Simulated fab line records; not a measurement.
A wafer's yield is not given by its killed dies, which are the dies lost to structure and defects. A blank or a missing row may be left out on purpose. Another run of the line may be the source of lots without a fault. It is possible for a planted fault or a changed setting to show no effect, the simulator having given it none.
Which tool was responsible? | flow gf180mcu | 14 lots with 39 wafers sampled at 6 steps, on a route of 602 steps

WHAT THE GAUGES SHOWED, per wafer
GF_HV_LDD_CD_MEAS_31 targets a cd of 400 nm.
lot  | measured     | on        | cd nm (nm)
L329 | day 11 11:16 | cd sem-02 | 403.1 401.4 401.7
L330 | day 11 18:16 | cd sem-02 | 403.3 402.4 403.5
L332 | day 12 16:12 | cd sem-02 | 400.3 399.7 401.7
L333 | day 12 21:10 | cd sem-01 | 404.7 403.8 403.3
L334 | day 13 15:31 | cd sem-02 | 401.4 400.2
L337 | day 14 03:26 | cd sem-02 | 396.0 398.3
L339 | day 14 23:16 | cd sem-02 | 400.5 400.8
L345 | day 16 11:33 | cd sem-01 | 402.9 399.4 399.5
L346 | day 16 22:42 | cd sem-02 | 400.2 401.1 400.8
L347 | day 17 05:16 | cd sem-01 | 403.2 404.2 402.7
L348 | day 17 15:43 | cd sem-02 | 401.8 401.1 401.6
L349 | day 17 23:19 | cd sem-02 | 395.0 396.9 398.1
L350 | day 18 07:42 | cd sem-02 | 401.0 401.5 400.1
L352 | day 18 20:57 | cd sem-02 | 397.6 400.0 401.0

GF_HV_LDD_TW_MEAS_50.
lot  | measured     | on            | HV_LDD_4_TW
L329 | day 12 07:04 | film metro-02 | 565 566 563
L330 | day 12 14:37 | film metro-01 | 572 572 573
L332 | day 13 12:46 | film metro-03 | 571 569 575
L333 | day 13 18:04 | film metro-02 | 561 563 563
L334 | day 14 13:49 | film metro-01 | 570 567
L337 | day 15 01:36 | film metro-01 | 570 567
L339 | day 15 22:10 | film metro-03 | 568 569
L345 | day 17 10:40 | film metro-02 | 566 568 566
L346 | day 17 22:46 | film metro-01 | 573 572 572
L347 | day 18 05:12 | film metro-02 | 571 574 572
L348 | day 18 15:57 | film metro-01 | 572 575 573
L349 | day 18 23:25 | film metro-03 | 566 572 570
L350 | day 19 08:32 | film metro-01 | 574 576 573
L352 | day 19 22:12 | film metro-03 | 573 573 571

GF_PSD_RS_MEAS_14: measurement is done with a four-point probe.
lot  | measured     | on            | NSD_RS (ohm/sq)
L329 | day 14 02:05 | film metro-02 | 46.04 46.04 45.93
L330 | day 14 09:31 | film metro-02 | 46.00 46.10 46.09
L332 | day 15 12:56 | film metro-02 | 46.05 46.18 46.18
L333 | day 15 16:32 | film metro-02 | 45.96 46.12 46.10
L334 | day 16 14:07 | film metro-03 | 46.13 45.27 46.05 45.34
L337 | day 17 01:26 | film metro-02 | 45.34 45.33 45.40 45.43
L339 | day 17 21:42 | film metro-03 | 46.18 45.27 46.14 45.25
L345 | day 19 14:14 | film metro-03 | 46.12 46.04 46.12
L346 | day 20 03:29 | film metro-02 | 45.94 46.06 45.97
L347 | day 20 09:22 | film metro-03 | 46.22 46.24 46.15
L348 | day 20 20:28 | film metro-04 | 46.18 46.12 46.12
L349 | day 21 02:58 | film metro-04 | 46.14 46.17 46.17
L350 | day 21 13:47 | film metro-04 | 46.16 46.12 46.15
L352 | day 22 02:00 | film metro-04 | 46.12 46.12 46.12

GF_PSD_RS_MEAS_15: measurement is done with a four-point probe.
lot  | measured     | on            | PSD_RS (ohm/sq)
L329 | day 14 02:12 | film metro-02 | 108.10 108.36 108.26
L330 | day 14 09:38 | film metro-02 | 108.52 108.56 108.50
L332 | day 15 13:04 | film metro-02 | 108.45 108.67 108.38
L333 | day 15 16:40 | film metro-02 | 108.43 108.67 108.34
L334 | day 16 18:42 | film metro-03 | 107.97 106.15 108.03 106.16
L337 | day 17 04:16 | film metro-02 | 106.76 106.55 106.90 106.74
L339 | day 18 00:30 | film metro-03 | 108.67 106.31 108.61 106.22
L345 | day 19 14:22 | film metro-03 | 108.60 108.01 108.18
L346 | day 20 03:36 | film metro-02 | 108.30 108.38 108.34
L347 | day 20 09:29 | film metro-03 | 108.64 108.40 108.64
L348 | day 20 20:35 | film metro-04 | 108.85 108.65 108.86
L349 | day 21 03:05 | film metro-04 | 108.67 108.35 108.91
L350 | day 21 13:54 | film metro-04 | 108.92 108.65 108.63
L352 | day 22 02:07 | film metro-04 | 108.34 108.35 108.53

GF_SAB_OVL_MEAS_10.
lot  | measured     | on         | SAB_OVL (nm)
L329 | day 14 23:05 | overlay-01 | -0.6 -0.1 0.5
L330 | day 15 06:58 | overlay-02 | -0.3 -2.4 -0.1
L332 | day 16 10:43 | overlay-02 | -0.2 -1.6 -0.5
L333 | day 16 14:50 | overlay-02 | 1.3 0.6 -2.4
L334 | day 17 12:13 | overlay-02 | -1.1 -0.6
L337 | day 18 00:25 | overlay-02 | 0.0 0.7
L339 | day 18 21:20 | overlay-02 | 1.7 -0.3
L345 | day 20 14:25 | overlay-02 | 0.4 -0.7 -0.2
L346 | day 21 03:36 | overlay-01 | 0.7 0.9 -0.8
L347 | day 21 09:43 | overlay-02 | -0.3 -1.4 -0.7
L348 | day 21 20:28 | overlay-02 | 0.1 -0.7 -0.5
L349 | day 22 02:40 | overlay-02 | 1.5 1.3 2.3
L350 | day 22 13:27 | overlay-01 | -0.8 -1.3 -1.6
L352 | day 23 01:04 | overlay-02 | 2.3 -0.3 0.2

EACH LOT AND THE TOOL THAT RAN IT (in order: tool; ch and the chambers of the sampled wafers; start)
lot  | GF_PSD_RTA_13
L329 | rtp anneal-01 ch 0, day 14 01:59
L330 | rtp anneal-01 ch 0, day 14 09:26
L332 | rtp anneal-02 ch 0, day 15 12:46
L333 | rtp anneal-02 ch 0, day 15 16:23
L334 | rtp anneal-02 ch 0, day 16 14:02
L337 | rtp anneal-02 ch 0, day 17 01:19
L339 | rtp anneal-02 ch 0, day 17 21:37
L345 | rtp anneal-01 ch 0, day 19 14:09
L346 | rtp anneal-02 ch 0, day 20 03:24
L347 | rtp anneal-02 ch 0, day 20 09:17
L348 | rtp anneal-02 ch 0, day 20 20:23
L349 | rtp anneal-01 ch 0, day 21 02:53
L350 | rtp anneal-01 ch 0, day 21 13:37
L352 | rtp anneal-02 ch 0, day 22 01:55
- GF_PSD_RTA_13: time 20 s.

WHAT THE TOOLS THEMSELVES READ (means of the sampled wafers that have a number; where no wafer has one, the mark that the record gives instead)
GF_PSD_RTA_13.
lot  | tool          | lamp power pct (%) | run length s (s) | wafer_temp_C_max
L329 | rtp anneal-01 | 39                 | 48.6             | 1028.9
L330 | rtp anneal-01 | 39                 | 48.6             | 1029.3
L332 | rtp anneal-02 | 29                 | 51.3             | 1029.6
L333 | rtp anneal-02 | 29                 | 51.3             | 1030.5
L334 | rtp anneal-02 | 29                 | 51.0             | 1030.0
L337 | rtp anneal-02 | 29                 | 52.7             | 1030.2
L339 | rtp anneal-02 | 29                 | 50.8             | 1030.4
L345 | rtp anneal-01 | 39                 | 48.6             | 1029.3
L346 | rtp anneal-02 | 29                 | 49.1             | 1030.0
L347 | rtp anneal-02 | 29                 | 49.1             | 1029.5
L348 | rtp anneal-02 | 29                 | 49.1             | 1030.8
L349 | rtp anneal-01 | 39                 | 48.8             | 1028.6
L350 | rtp anneal-01 | 39                 | 51.0             | 1028.7
L352 | rtp anneal-02 | 29                 | 49.2             | 1030.3

THE ANSWER, worked out from the rows above alone
Rule: the lots themselves supply what counts as usual. Put in order of their means at a reading, lots are off if they are a third of the lots or fewer, leave a main group of 4 or more, and stand apart from it by a gap of 3 or more times the standard deviation of the main group's means; of several such gaps the widest counts. Not used: any main group whose means are identical at the precision the tables above print for the reading. A lot without any number at a reading at which 4 lots or more have one is off too. Where the step has rows for the other lots, those lots are counted as sound. Order of review: gauges by route order, followed by the tools' own readings, for which a lot's mean as printed above is used. The first step at which some lot is off is used, and at that step the reading that is off furthest; a lot without a number counts as furthest.
Off: L334, L337, L339, at GF_PSD_RS_MEAS_14 (NSD_RS). Mean 46.10 ohm/sq and standard deviation 0.063 in the main group.
A tool fits if, at a process step before that reading, it ran every lot that is off, and no sound lot after the first of them. Gauges at GF_PSD_RS_MEAS_14: tried the same way as those tools. Not one of the candidates tried fits.

WHAT THE SIMULATOR HAD PUT IN
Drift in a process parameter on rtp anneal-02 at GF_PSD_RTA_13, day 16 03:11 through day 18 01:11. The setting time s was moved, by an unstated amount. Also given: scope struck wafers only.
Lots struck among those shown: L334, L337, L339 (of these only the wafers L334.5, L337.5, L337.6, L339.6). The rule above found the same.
